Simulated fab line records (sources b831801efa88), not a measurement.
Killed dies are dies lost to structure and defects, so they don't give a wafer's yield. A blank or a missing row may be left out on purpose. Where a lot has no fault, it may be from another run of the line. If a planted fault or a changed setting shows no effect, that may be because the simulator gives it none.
fab line records | flow sky130
[record] lots = 10 | wafers = 30 | last_day = 50
route steps=708 shown METAL1@439 VIA2@528 VIA3@576 PAD_OPEN@708
lots that met no fault: taken from a fault-free run of the same line
start_h: the number of hours between the record's first day and the start of the first shown wafer of the lot | wait_h: hours elapsed since this lot's preceding step | " the same as in the row above | L1.1+2: one row covering several wafers at once | - no value present, or no start provided | * or withheld: withheld | < > ~ a bound
route shown NAME@n: names a module that has steps shown in the file, with the first one's number in the route | usual: mean/standard deviation of fault-free wafers | same: alike in all rows | chamber/n: place in a boat | sites: the reading at each site | _std_site: their standard deviation | _edge_site: inner sites' mean taken away from outer sites' mean | radius_mm: for every site, how far away it sits from the centre of the wafer | mask NAME#n: copy n | behind: the last tool/chamber to shape the wafer | hold: why the lot was held/for how many hours/how that ended | device: whichever transistor did not switch (one of n, p or np) | end of line: the same wafers' tests at the end of the route | where a step has no rows: the recipe by itself | killed: count of dies lost to structure and defects at first sort (not the wafer's yield) | map: per-die view of a wafer (x killed, . not killed, _ where there is no die)
set.NAME: the setting as run; set.NAME@STEP: as run at that earlier step | model.NAME: the simulator's own value behind a step, which no gauge read
one table for each step of the route and one row for each wafer, over a sample of lots
services: the hour from which a tool's chamber was out of use, counted from the record's first day as start_h (under 0 if before that day), plus the number of hours and why
[[steps]]
[step SKY_METAL1_RS_MEAS_05]
[recipe] thk_meas_gauge = four-point-probe | reads = TiN_of_METAL1_SPUTTER_04+Ti_of_METAL1_SPUTTER_03+AlCu_of_METAL1_SPUTTER_02+TiN_of_METAL1_SPUTTER_01+Ti_of_METAL1_SPUTTER_00
[usual] METAL1_ALCU_RS = 0.1275/0.0014
lot.wafer | tool          | chamber | start_h | wait_h | METAL1_ALCU_RS[ohm/sq]
L517.1    | film_metro-04 | -       | 746.28  | 0.0    | 0.1283
L517.3    | "             | -       | "       | "      | 0.1280
L517.4    | "             | -       | "       | "      | 0.1283
L518.3    | film_metro-04 | -       | 752.16  | 0.1    | 0.1243
L518.4    | "             | -       | "       | "      | 0.1253
L518.5    | "             | -       | "       | "      | 0.1256
L522.2    | film_metro-04 | -       | 799.39  | 0.0    | 0.1274
L522.5    | "             | -       | "       | "      | 0.1278
L522.6    | "             | -       | "       | "      | 0.1284
L524.1    | film_metro-02 | -       | 806.78  | 0.0    | 0.1292
L524.2    | "             | -       | "       | "      | 0.1279
L524.4    | "             | -       | "       | "      | 0.1281
L528.1    | film_metro-04 | -       | 835.22  | 0.0    | 0.1288
L528.3    | "             | -       | "       | "      | 0.1287
L528.6    | "             | -       | "       | "      | 0.1303
L531.3    | film_metro-02 | -       | 869.68  | 0.1    | 0.1285
L531.5    | "             | -       | "       | "      | 0.1284
L531.6    | "             | -       | "       | "      | 0.1293
L534.1    | film_metro-04 | -       | 876.84  | 0.0    | 0.1276
L534.5    | "             | -       | "       | "      | 0.1292
L534.6    | "             | -       | "       | "      | 0.1276
L537.2    | film_metro-04 | -       | 891.16  | 0.0    | 0.1278
L537.4    | "             | -       | "       | "      | 0.1280
L537.6    | "             | -       | "       | "      | 0.1269
L538.1    | film_metro-03 | -       | 907.92  | 0.0    | 0.1281
L538.3    | "             | -       | "       | "      | 0.1275
L538.4    | "             | -       | "       | "      | 0.1262
L539.1    | film_metro-03 | -       | 909.92  | 0.0    | 0.1272
L539.3    | "             | -       | "       | "      | 0.1263
L539.5    | "             | -       | "       | "      | 0.1259
[step SKY_METAL1_DESCUM_17]
[recipe] chemistry = O2 | source_power_w = 150 | bias_power_w = 0 | pressure_mtorr = 10 | temp_c = 40 | time_s = 8
[usual] drypump_motor_current_A = 6.1/0.42 | oes_product_au = 1.001/0.01
lot.wafer | tool         | chamber | start_h | wait_h | drypump_motor_current_A | oes_product_au | rf_hours_counter_h
L517.1    | rie_metal-04 | 0       | 773.51  | 0.0    | 5.7                     | 1.008          | 3
L517.3    | "            | 1       | "       | "      | 6.5                     | 1.003          | -
L517.4    | "            | 0       | "       | "      | 5.7                     | 1.002          | -
L518.3    | rie_metal-04 | 1       | 779.38  | 0.0    | 6.5                     | 1.011          | -
L518.4    | "            | 0       | "       | "      | 5.7                     | 1.017          | -
L518.5    | "            | 1       | "       | "      | 6.5                     | 1.018          | -
L522.2    | rie_metal-03 | 0       | 826.31  | 0.0    | 5.7                     | 1.007          | 3
L522.5    | "            | 1       | "       | "      | 6.8                     | 0.997          | -
L522.6    | "            | 0       | "       | "      | 5.7                     | 0.997          | -
L524.1    | rie_metal-03 | 1       | 833.11  | 0.0    | 6.8                     | 0.994          | 6
L524.2    | "            | 0       | "       | "      | 5.7                     | 0.990          | 3
L524.4    | "            | 1       | "       | "      | 6.8                     | 0.996          | -
L528.1    | rie_metal-03 | 0       | 861.81  | 0.0    | 5.6                     | 0.990          | 4
L528.3    | "            | 1       | "       | "      | 6.8                     | 1.003          | -
L528.6    | "            | 1       | "       | "      | 6.8                     | 0.994          | -
L531.3    | rie_metal-04 | 1       | 895.79  | 0.0    | 6.5                     | 1.004          | -
L531.5    | "            | 0       | "       | "      | 5.7                     | 1.006          | -
L531.6    | "            | 1       | "       | "      | 6.5                     | 0.989          | -
L534.1    | rie_metal-03 | 0       | 902.78  | 0.0    | 5.6                     | 0.987          | 6
L534.5    | "            | 1       | "       | "      | 6.8                     | 0.990          | -
L534.6    | "            | 0       | "       | "      | 5.7                     | 0.977          | -
L537.2    | rie_metal-04 | 1       | 916.41  | 0.0    | 6.6                     | 0.991          | 2
L537.4    | "            | 0       | "       | "      | 5.7                     | 1.002          | -
L537.6    | "            | 1       | "       | "      | 6.6                     | 0.996          | -
L538.1    | rie_metal-01 | 1       | 933.01  | 0.0    | 5.9                     | 0.986          | 8
L538.3    | "            | 0       | "       | "      | 6.3                     | 1.013          | -
L538.4    | "            | 1       | "       | "      | 5.9                     | 0.997          | -
L539.1    | rie_metal-01 | 0       | 935.56  | 0.0    | 6.3                     | 1.022          | 12
L539.3    | "            | 1       | "       | "      | 5.9                     | 1.000          | -
L539.5    | "            | 0       | "       | "      | 6.2                     | 1.026          | -
[step SKY_VIA2_CVD_21]
[recipe] material = W | target_thk_nm = 420 | time_s = 126.4 | temp_c = 400 | pressure_torr = 40
[usual] heater_power_w = 921/59
lot.wafer | tool     | chamber | start_h | wait_h | heater_power_w
L517.1    | cvd_w-01 | 1       | 859.01  | 0.0    | 932
L517.3    | "        | 0       | "       | "      | 1044
L517.4    | "        | 1       | "       | "      | 936
L518.3    | cvd_w-02 | 1       | 863.87  | 0.1    | 909
L518.4    | "        | 0       | "       | "      | 894
L518.5    | "        | 0       | "       | "      | 898
L522.2    | cvd_w-02 | 0       | 909.30  | 0.1    | 884
L522.5    | "        | 1       | "       | "      | 898
L522.6    | "        | 0       | "       | "      | 856
L524.1    | cvd_w-02 | 1       | 914.42  | 0.0    | 916
L524.2    | "        | 0       | "       | "      | 879
L524.4    | "        | 0       | "       | "      | 865
L528.1    | cvd_w-01 | 0       | 942.73  | 0.0    | 931
L528.3    | "        | 0       | "       | "      | 947
L528.6    | "        | 1       | "       | "      | 905
L531.3    | cvd_w-01 | 1       | 975.61  | 0.1    | 888
L531.5    | "        | 1       | "       | "      | 867
L531.6    | "        | 0       | "       | "      | 945
L534.1    | cvd_w-01 | 1       | 982.07  | 0.0    | 866
L534.5    | "        | 0       | "       | "      | 950
L534.6    | "        | 1       | "       | "      | 885
L537.2    | cvd_w-01 | 0       | 993.12  | 0.0    | 936
L537.4    | "        | 0       | "       | "      | 951
L537.6    | "        | 1       | "       | "      | 875
L538.1    | cvd_w-01 | 0       | 1009.90 | 0.0    | 960
L538.3    | "        | 0       | "       | "      | 972
L538.4    | "        | 1       | "       | "      | 865
L539.1    | cvd_w-02 | 0       | 1012.91 | 0.0    | 888
L539.3    | "        | 1       | "       | "      | 923
L539.5    | "        | 0       | "       | "      | 864
[step SKY_VIA2_RS_MEAS_22]
[recipe] thk_meas_gauge = four-point-probe | reads = W_of_VIA2_CVD_21+TiN_of_VIA2_SPUTTER_20
[usual] VIA2_W_RS = 0.2754/0.003
lot.wafer | tool          | chamber | start_h | wait_h | VIA2_W_RS[ohm/sq]
L517.1    | film_metro-04 | -       | 859.14  | 0.1    | 0.2769
L517.3    | "             | -       | "       | "      | 0.2772
L517.4    | "             | -       | "       | "      | 0.2776
L518.3    | film_metro-02 | -       | 864.00  | 0.1    | 0.2802
L518.4    | "             | -       | "       | "      | 0.2805
L518.5    | "             | -       | "       | "      | 0.2795
L522.2    | film_metro-01 | -       | 909.45  | 0.1    | 0.1806
L522.5    | "             | -       | "       | "      | 0.2803
L522.6    | "             | -       | "       | "      | 0.2784
L524.1    | film_metro-04 | -       | 914.55  | 0.1    | 0.2789
L524.2    | "             | -       | "       | "      | 0.1820
L524.4    | "             | -       | "       | "      | 0.2773
L528.1    | film_metro-04 | -       | 942.86  | 0.1    | 0.2714
L528.3    | "             | -       | "       | "      | 0.2730
L528.6    | "             | -       | "       | "      | 0.2734
L531.3    | film_metro-02 | -       | 975.74  | 0.1    | 0.2722
L531.5    | "             | -       | "       | "      | 0.2746
L531.6    | "             | -       | "       | "      | 0.2720
L534.1    | film_metro-02 | -       | 982.20  | 0.1    | 0.2783
L534.5    | "             | -       | "       | "      | 0.2781
L534.6    | "             | -       | "       | "      | 0.2745
L537.2    | film_metro-04 | -       | 993.27  | 0.1    | 0.2732
L537.4    | "             | -       | "       | "      | 0.2710
L537.6    | "             | -       | "       | "      | 0.2753
L538.1    | film_metro-04 | -       | 1010.03 | 0.1    | 0.2768
L538.3    | "             | -       | "       | "      | 0.2778
L538.4    | "             | -       | "       | "      | 0.2753
L539.1    | film_metro-04 | -       | 1013.04 | 0.1    | 0.2713
L539.3    | "             | -       | "       | "      | 0.2716
L539.5    | "             | -       | "       | "      | 0.2707
[step SKY_VIA2_THK_MEAS_23]
[recipe] thk_meas_gauge = xrf | reads = W_of_VIA2_CVD_21
[usual] VIA2_W_THK = 419/6
lot.wafer | tool          | chamber | start_h | wait_h | VIA2_W_THK[nm]
L517.1    | film_metro-04 | -       | 859.26  | 0.1    | 413
L517.3    | "             | -       | "       | "      | 409
L517.4    | "             | -       | "       | "      | 414
L518.3    | film_metro-02 | -       | 864.10  | 0.1    | 422
L518.4    | "             | -       | "       | "      | 419
L518.5    | "             | -       | "       | "      | 422
L522.2    | film_metro-01 | -       | 909.56  | 0.1    | -
L522.5    | "             | -       | "       | "      | 414
L522.6    | "             | -       | "       | "      | 417
L524.1    | film_metro-04 | -       | 914.67  | 0.1    | 410
L524.2    | "             | -       | "       | "      | -
L524.4    | "             | -       | "       | "      | 413
L528.1    | film_metro-04 | -       | 942.98  | 0.1    | 421
L528.3    | "             | -       | "       | "      | 418
L528.6    | "             | -       | "       | "      | 420
L531.3    | film_metro-02 | -       | 975.84  | 0.1    | 426
L531.5    | "             | -       | "       | "      | 420
L531.6    | "             | -       | "       | "      | 428
L534.1    | film_metro-02 | -       | 982.32  | 0.1    | 418
L534.5    | "             | -       | "       | "      | 419
L534.6    | "             | -       | "       | "      | 424
L537.2    | film_metro-04 | -       | 993.38  | 0.1    | 413
L537.4    | "             | -       | "       | "      | 419
L537.6    | "             | -       | "       | "      | 412
L538.1    | film_metro-04 | -       | 1010.15 | 0.1    | 416
L538.3    | "             | -       | "       | "      | 413
L538.4    | "             | -       | "       | "      | 417
L539.1    | film_metro-04 | -       | 1013.16 | 0.1    | 425
L539.3    | "             | -       | "       | "      | 425
L539.5    | "             | -       | "       | "      | 424
[step SKY_VIA2_CMP_24]
[recipe] stop_on = SiO2 | t_overpolish_s = 20 | down_force_psi = 3.5 | platen_rpm = 60 | target_thk_nm = 0 | pad_velocity_m_s = 0.94248
[usual] motor_current_A = 11.0/1.2 | platen_rpm = 60.00/0.035 | time_to_endpoint_s = 101/3.7
lot.wafer | tool   | chamber | start_h | wait_h | motor_current_A | platen_rpm | time_to_endpoint_s
L517.4    | cmp-02 | 2       | 859.37  | 0.1    | 13.2            | 60.03      | 104
L517.1    | "      | 3       | "       | "      | 12.0            | 60.01      | 101
L517.3    | "      | 0       | "       | "      | 9.6             | 60.02      | 101
L518.3    | cmp-02 | 0       | 864.14  | 0.0    | 9.6             | 60.00      | 107
L518.4    | "      | 2       | "       | "      | 12.6            | 59.93      | 104
L518.5    | "      | 1       | "       | "      | 10.4            | 60.07      | 100
L522.2    | cmp-01 | 0       | 909.77  | 0.2    | 9.7             | 59.99      | 150
L522.5    | "      | 2       | "       | "      | 10.3            | 60.01      | 96
L522.6    | "      | 3       | "       | "      | 10.2            | 59.98      | 101
L524.2    | cmp-01 | 2       | 915.11  | 0.4    | 10.4            | 60.02      | 160
L524.1    | "      | 3       | "       | "      | 10.3            | 60.01      | 108
L524.4    | "      | 0       | "       | "      | 9.7             | 60.02      | 104
L528.1    | cmp-02 | 2       | 943.09  | 0.1    | 12.6            | 60.02      | 100
L528.3    | "      | 3       | "       | "      | 11.1            | 59.98      | 101
L528.6    | "      | 1       | "       | "      | 10.4            | 60.02      | 97
L531.3    | cmp-02 | 1       | 975.88  | 0.0    | 10.5            | 59.98      | 97
L531.5    | "      | 1       | "       | "      | 10.0            | 60.02      | 95
L531.6    | "      | 2       | "       | "      | 12.9            | 59.97      | 100
L534.1    | cmp-01 | 0       | 982.71  | 0.4    | 9.9             | 60.01      | 99
L534.5    | "      | 0       | "       | "      | 10.0            | 60.01      | 101
L534.6    | "      | 1       | "       | "      | 12.2            | 59.99      | 96
L537.4    | cmp-02 | 2       | 993.48  | 0.1    | 12.7            | 59.95      | 103
L537.2    | "      | 0       | "       | "      | 9.8             | 60.05      | 103
L537.6    | "      | 2       | "       | "      | 12.1            | 59.95      | 105
L538.3    | cmp-01 | 3       | 1010.21 | 0.0    | 10.3            | 60.04      | 108
L538.4    | "      | 0       | "       | "      | 10.1            | 60.05      | 109
L538.1    | "      | 2       | "       | "      | 10.5            | 60.03      | 105
L539.3    | cmp-02 | 0       | 1014.70 | 1.5    | 9.5             | 59.97      | 99
L539.1    | "      | 1       | "       | "      | 10.4            | 60.01      | 94
L539.5    | "      | 2       | "       | "      | 12.9            | 60.06      | 102
[step SKY_VIA3_BOW_MEAS_03]
[recipe] mode = bow
[usual] VIA3_BOW = 79/7.9
lot.wafer | tool          | chamber | start_h | wait_h | VIA3_BOW[um]
L517.1    | film_metro-01 | -       | 913.06  | 0.1    | 94
L517.3    | "             | -       | "       | "      | 80
L517.4    | "             | -       | "       | "      | 86
L518.3    | film_metro-03 | -       | 917.81  | 0.2    | 79
L518.4    | "             | -       | "       | "      | 81
L518.5    | "             | -       | "       | "      | 76
L522.2    | film_metro-02 | -       | 962.11  | 0.2    | 66
L522.5    | "             | -       | "       | "      | 67
L522.6    | "             | -       | "       | "      | 79
L524.1    | film_metro-02 | -       | 967.46  | 0.1    | 75
L524.2    | "             | -       | "       | "      | 74
L524.4    | "             | -       | "       | "      | 76
L528.1    | film_metro-01 | -       | 993.46  | 0.2    | 81
L528.3    | "             | -       | "       | "      | 70
L528.6    | "             | -       | "       | "      | 58
L531.3    | film_metro-01 | -       | 1024.19 | 0.1    | 88
L531.5    | "             | -       | "       | "      | 80
L531.6    | "             | -       | "       | "      | 74
L534.1    | film_metro-01 | -       | 1030.81 | 0.1    | 81
L534.5    | "             | -       | "       | "      | 70
L534.6    | "             | -       | "       | "      | 70
L537.2    | film_metro-02 | -       | 1041.50 | 0.1    | 80
L537.4    | "             | -       | "       | "      | 86
L537.6    | "             | -       | "       | "      | 80
L538.1    | film_metro-03 | -       | 1058.16 | 0.1    | 100
L538.3    | "             | -       | "       | "      | 89
L538.4    | "             | -       | "       | "      | 87
L539.1    | film_metro-02 | -       | 1061.66 | 0.2    | 90
L539.3    | "             | -       | "       | "      | 83
L539.5    | "             | -       | "       | "      | 72
[step SKY_PAD_OPEN_PROBE_99]
[usual] defect_limited_yield = 82.6/1.9 | killed_at_M0_to_M3 = 42/7.1 | killed_at_M4_up = 3.3/1.9 | killed_at_contacts = 24/5 | killed_at_front_end = 15/4.7 | killed_at_other = 0.3/0.61 | killed_dies = 86/9.6 | killed_open = 47/7.5 | killed_short = 38/6.6 | sort_bin_3_pad_short = 0.9/0.42 | sort_bin_5_function = 10.2/1.5 | sort_bin_6_memory = 6.3/1.1 | sort_n_pass = 406/9.6 | sort_yield_pct = 82.6/1.9
[same] gross_dies = 492 | killed_at_back_side = 0 | sort_bin_4_leakage[%] = 0 | sort_bin_8_speed[%] = 0
lot.wafer | tool      | chamber | start_h | wait_h | defect_limited_yield[%] | killed_at_M0_to_M3 | killed_at_M4_up | killed_at_contacts | killed_at_front_end | killed_at_other | killed_dies | killed_open | killed_short | sort_bin_3_pad_short[%] | sort_bin_5_function[%] | sort_bin_6_memory[%] | sort_n_pass | sort_yield_pct[%]
L528.1    | prober-02 | -       | 1151.02 | 0.1    | 81.9                    | 44                 | 5               | 27                 | 13                  | 0               | 89          | 43          | 46           | 0.2                     | 10.4                   | 7.5                  | 403         | 81.9
L528.3    | prober-02 | -       | 1151.12 | 0.2    | 82.3                    | 35                 | 1               | 30                 | 20                  | 1               | 87          | 51          | 36           | 0.6                     | 11.2                   | 5.9                  | 405         | 82.3
L528.6    | prober-02 | -       | 1151.27 | 0.2    | 79.7                    | 39                 | 3               | 34                 | 24                  | 0               | 100         | 54          | 46           | 1.4                     | 12.0                   | 6.9                  | 392         | 79.7
// killed by level:class
L528.1 CONTACT:geometric_particle:open=11 VIA1:geometric_particle:open=11 LI_CONTACT:geometric_particle:open=7 FIELD_ISO:geometric_particle:short=6 METAL2:geometric_particle:short=6 VIA3:geometric_particle:open=6 LOCAL_INTERCONNECT:geometric_particle:short=5 METAL1:geometric_particle:short=5
L528.3 CONTACT:geometric_particle:open=13 VIA2:geometric_particle:open=8 VIA1:geometric_particle:open=8 CONTACT:geometric_particle:short=7 FIELD_ISO:geometric_particle:open=6 SPACER:geometric_particle:open=5 LI_CONTACT:geometric_particle:open=5 POLY_GATE:geometric_particle:short=4
L528.6 LI_CONTACT:geometric_particle:open=12 CONTACT:geometric_particle:open=12 CONTACT:geometric_particle:short=8 FIELD_ISO:geometric_particle:open=6 FIELD_ISO:geometric_particle:short=6 POLY_GATE:geometric_particle:open=6 METAL2:geometric_particle:short=6 METAL1:geometric_particle:short=5
[[services]]
tool         | chamber | start_h | hours | kind
cmp-02       | -       | 754.37  | 5.1   | repair
cvd_w-02     | 0       | 755.47  | 18.5  | repair
cvd_w-01     | -       | 773.64  | 2.8   | pm
cmp-02       | -       | 780.18  | 1.8   | repair
rie_metal-04 | 1       | 849.49  | -     | clean
cmp-01       | -       | 864.45  | 6.7   | pm
cvd_w-02     | -       | 864.74  | 3.9   | repair
rie_metal-04 | -       | 884.57  | 1.2   | repair
cmp-02       | -       | 896.10  | 2.9   | repair
cvd_w-01     | -       | 904.00  | 14.0  | pm
cvd_w-01     | 0       | 904.00  | 14.0  | vent_cycle
cvd_w-01     | 1       | 904.00  | 14.0  | vent_cycle
cmp-01       | -       | 905.01  | 0.5   | repair
cmp-02       | -       | 912.23  | 4.0   | pm
cmp-02       | -       | 913.34  | 1.3   | repair
cmp-02       | -       | 916.23  | -     | consumable_replace:conditioner
cmp-02       | -       | 916.23  | -     | consumable_replace:pad
cvd_w-02     | 1       | 916.64  | 7.3   | repair
cvd_w-01     | 0       | 918.00  | -     | clean
cvd_w-01     | 1       | 918.00  | -     | clean
rie_metal-04 | 0       | 929.84  | 6.6   | repair
cmp-02       | -       | 999.05  | 0.9   | repair
cmp-02       | -       | 999.96  | 14.3  | pm
cmp-01       | -       | 1012.96 | 3.1   | repair
[[key]]
[first_sign] step = SKY_VIA2_RS_MEAS_22 | reading = VIA2_W_RS | direction = down | sigmas = 32 | usual = 0.2754 | struck = 0.1813
[effect] step = SKY_VIA2_THK_MEAS_23 | reading = VIA2_W_THK | direction = missing
[effect] step = SKY_VIA2_CMP_24 | reading = time_to_endpoint_s | direction = up | sigmas = 15 | usual = * | struck = *
met_at SKY_VIA2_CVD_21
struck_lots L522,L524
struck_wafers L522.2,L524.2
not_acting_at SKY_METAL1_RS_MEAS_05,SKY_METAL1_DESCUM_17,SKY_VIA3_BOW_MEAS_03
onset_between 863.87 909.30
[fault] kind = process_parameter_drift | tool = cvd_w-02 | chamber = - | onset_h = 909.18 | steps = SKY_VIA2_CVD_21 | channel = target_thk_nm | offset = 216.99 | shape = step | end_h = 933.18 | scope = struck_wafers_only | acts_in = these_recipes_only | stated = 420
